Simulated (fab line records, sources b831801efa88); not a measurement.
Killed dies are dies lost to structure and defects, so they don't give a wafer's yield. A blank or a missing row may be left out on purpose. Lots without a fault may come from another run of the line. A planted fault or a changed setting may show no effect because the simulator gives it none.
Which tool did it? | flow sky130 | 13 lots, 39 wafers sampled, at 5 steps of a route of 708

WHAT THE GAUGES READ, wafer by wafer
SKY_DNWELL_TW_MEAS_09.
lot  | measured    | on            | DNWELL_TW
L321 | day 3 15:31 | film_metro-02 | 1107 1109 1109
L322 | day 4 00:46 | film_metro-02 | 1118 1117 1118
L323 | day 4 07:10 | film_metro-02 | 1114 1117 1111
L325 | day 4 14:19 | film_metro-02 | 1119 1117 1112
L327 | day 5 01:49 | film_metro-03 | 1135 1134 1134
L328 | day 5 06:25 | film_metro-02 | 1109 1111 1102
L330 | day 5 16:25 | film_metro-04 | 1099 1092 1096
L337 | day 7 03:58 | film_metro-03 | 1121 1115 1113
L338 | day 7 14:13 | film_metro-04 | 1101 1099 1097
L340 | day 8 07:16 | film_metro-04 | 1093 1092 1093
L339 | day 8 07:36 | film_metro-04 | 1096 1092 1102
L341 | day 8 07:40 | film_metro-02 | 1114 1109 1116
L342 | day 8 12:58 | film_metro-03 | 1119 1116 1118

SKY_VT_ADJUST_LVTN_OVL_MEAS_18.
lot  | measured     | on         | VT_ADJUST_LVTN_01_OVL (nm)
L321 | day 8 05:37  | overlay-02 | -0.3 -1.5 0.7
L322 | day 8 22:58  | overlay-01 | 0.5 -0.2 -0.2
L323 | day 9 02:55  | overlay-02 | -0.6 0.0 0.2
L325 | day 9 11:07  | overlay-01 | -0.5 -1.0 0.4
L327 | day 10 01:37 | overlay-02 | -1.9 -2.8 -1.7
L328 | day 10 05:13 | overlay-01 | 2.0 0.1 0.0
L330 | day 10 18:59 | overlay-02 | 1.2 0.6 3.2
L337 | day 12 14:22 | overlay-02 | 2.0 2.2 3.6
L338 | day 13 06:04 | overlay-02 | -1.0 -1.3 0.3
L340 | day 13 23:25 | overlay-02 | 1.0 -0.1 2.2
L339 | day 14 01:30 | overlay-01 | -2.1 -0.1 -2.1
L341 | day 14 02:52 | overlay-02 | 0.5 -0.2 -0.9
L342 | day 14 07:49 | overlay-01 | -0.5 -2.3 -1.6

SKY_VT_ADJUST_LVTN_TW_MEAS_21.
lot  | measured     | on            | VT_ADJUST_LVTN_2_TW
L321 | day 8 05:54  | film_metro-02 | 188.9 189.2 188.8
L322 | day 8 23:15  | film_metro-02 | 188.0 188.7 189.5
L323 | day 9 03:12  | film_metro-01 | 186.5 186.0 186.6
L325 | day 9 11:25  | film_metro-04 | 186.5 185.8 186.4
L327 | day 10 01:54 | film_metro-02 | 187.8 188.6 188.2
L328 | day 10 05:30 | film_metro-01 | 185.9 184.8 184.9
L330 | day 10 19:17 | film_metro-01 | 185.5 186.4 184.2
L337 | day 12 14:40 | film_metro-04 | 155.0 155.7 154.6 155.3 156.4 154.9
L338 | day 13 06:21 | film_metro-04 | 155.4 156.6 155.9 155.1 155.8 155.1
L340 | day 13 23:43 | film_metro-01 | 183.9 183.9 184.5
L339 | day 14 01:47 | film_metro-01 | 183.1 184.4 183.5
L341 | day 14 03:09 | film_metro-04 | 186.9 185.3 186.0
L342 | day 14 08:07 | film_metro-01 | 183.7 184.7 184.6

SKY_VT_ADJUST_HVTR_TW_MEAS_11.
lot  | measured     | on            | VT_ADJUST_HVTR_TW
L321 | day 9 22:46  | film_metro-04 | 208.7 208.6 209.1
L322 | day 10 17:10 | film_metro-02 | 209.8 210.4 211.7
L323 | day 10 21:37 | film_metro-03 | 214.0 213.8 214.2
L325 | day 11 06:50 | film_metro-02 | 210.0 210.5 212.3
L327 | day 11 23:22 | film_metro-04 | 208.3 207.9 207.8
L328 | day 12 03:07 | film_metro-02 | 211.4 211.5 211.9
L330 | day 12 18:35 | film_metro-03 | 212.4 212.3 213.7
L337 | day 14 17:56 | film_metro-02 | 210.3 210.5 210.1
L338 | day 15 09:55 | film_metro-02 | 210.1 210.5 210.4
L340 | day 16 05:59 | film_metro-04 | 208.1 208.6 208.1
L339 | day 16 09:04 | film_metro-04 | 208.3 208.2 207.6
L341 | day 16 10:19 | film_metro-04 | 208.5 208.6 208.1
L342 | day 16 15:10 | film_metro-02 | 209.8 210.0 209.8

WHICH TOOL RAN EACH LOT (tool, then ch and the chambers of the sampled wafers, then the start)
lot  | SKY_VT_ADJUST_LVTN_IMPLANT_19
L321 | implanter-04 ch 0, day 8 05:39
L322 | implanter-04 ch 0, day 8 23:00
L323 | implanter-02 ch 0, day 9 02:57
L325 | implanter-01 ch 0, day 9 11:10
L327 | implanter-01 ch 0, day 10 01:39
L328 | implanter-02 ch 0, day 10 05:15
L330 | implanter-04 ch 0, day 10 19:04
L337 | implanter-01 ch 0, day 12 14:25
L338 | implanter-01 ch 0, day 13 06:06
L340 | implanter-02 ch 0, day 13 23:28
L339 | implanter-04 ch 0, day 14 01:32
L341 | implanter-02 ch 0, day 14 02:54
L342 | implanter-04 ch 0, day 14 07:52
- SKY_VT_ADJUST_LVTN_IMPLANT_19

WHAT THE TOOLS THEMSELVES READ (means of the sampled wafers that have a number; where no wafer has one, the mark that the record gives instead)
SKY_VT_ADJUST_LVTN_IMPLANT_19.
lot  | tool         | beam_on_s (s) | dose_ions_cm2 | faraday_current_uA
L321 | implanter-04 | 10.20         | 6.497e+11     | 3.60
L322 | implanter-04 | 10.04         | 6.503e+11     | 3.64
L323 | implanter-02 | 9.83          | 6.499e+11     | 3.72
L325 | implanter-01 | 10.01         | 6.499e+11     | 3.65
L327 | implanter-01 | 10.05         | 6.507e+11     | 3.65
L328 | implanter-02 | 9.93          | 6.489e+11     | 3.68
L330 | implanter-04 | 10.06         | 6.500e+11     | 3.65
L337 | implanter-01 | 10.00         | 3.373e+11     | 1.90
L338 | implanter-01 | 9.99          | 3.357e+11     | 1.90
L340 | implanter-02 | 10.14         | 6.502e+11     | 3.62
L339 | implanter-04 | 10.02         | 6.501e+11     | 3.66
L341 | implanter-02 | 9.86          | 6.503e+11     | 3.72
L342 | implanter-04 | 10.17         | 6.496e+11     | 3.59

THE ANSWER, worked out from the rows above alone
Rule: what is usual is taken from the lots themselves. Put in order of their means at a reading, lots are off if they are a third of the lots or fewer, leave a main group of 4 or more, and stand apart from it by a gap of 3 or more times the standard deviation of the main group's means; of several such gaps the widest counts. A main group whose means are all the same, to the digits that the tables above print for the reading, isn't used. A lot without any number at a reading at which 4 lots or more have one is off too. The other lots that the step has rows for count as sound. The gauges are gone through in route order, then the tools' own readings, and for those a lot's mean is taken as printed above. The first step at which some lot is off is used, and at that step the reading that is off furthest; a lot without a number counts as furthest.
Off: L337, L338, at SKY_VT_ADJUST_LVTN_TW_MEAS_21 (VT_ADJUST_LVTN_2_TW). The main group: mean 186.1, standard deviation 1.8.
A tool fits if, at a process step before that reading, it ran every lot that is off, and no sound lot after the first of them. The gauges at SKY_VT_ADJUST_LVTN_TW_MEAS_21 aren't tried: what is off there is off at SKY_VT_ADJUST_LVTN_IMPLANT_19 too, on other tools, and a gauge's error can't cause that. One fits: implanter-01 at SKY_VT_ADJUST_LVTN_IMPLANT_19. Its last sound lot is L327 (day 10 01:39), its first lot that is off L337 (day 12 14:25): a fault that began between those two fits.
The tool's own readings at SKY_VT_ADJUST_LVTN_IMPLANT_19 bear it out: on the lots that are off they differ by more than 5 times the standard deviation of the sound lots' means. dose_ions_cm2 reads 3.365e+11 there against 6.500e+11 on the sound lots; faraday_current_uA reads 1.90 there against 3.65 on the sound lots.

WHAT THE SIMULATOR HAD PUT IN
Process parameter drift: implanter-01, from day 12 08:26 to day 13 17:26, at SKY_VT_ADJUST_LVTN_IMPLANT_19. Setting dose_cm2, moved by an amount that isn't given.
Lots struck among those shown: L337, L338. The rule above found the same.
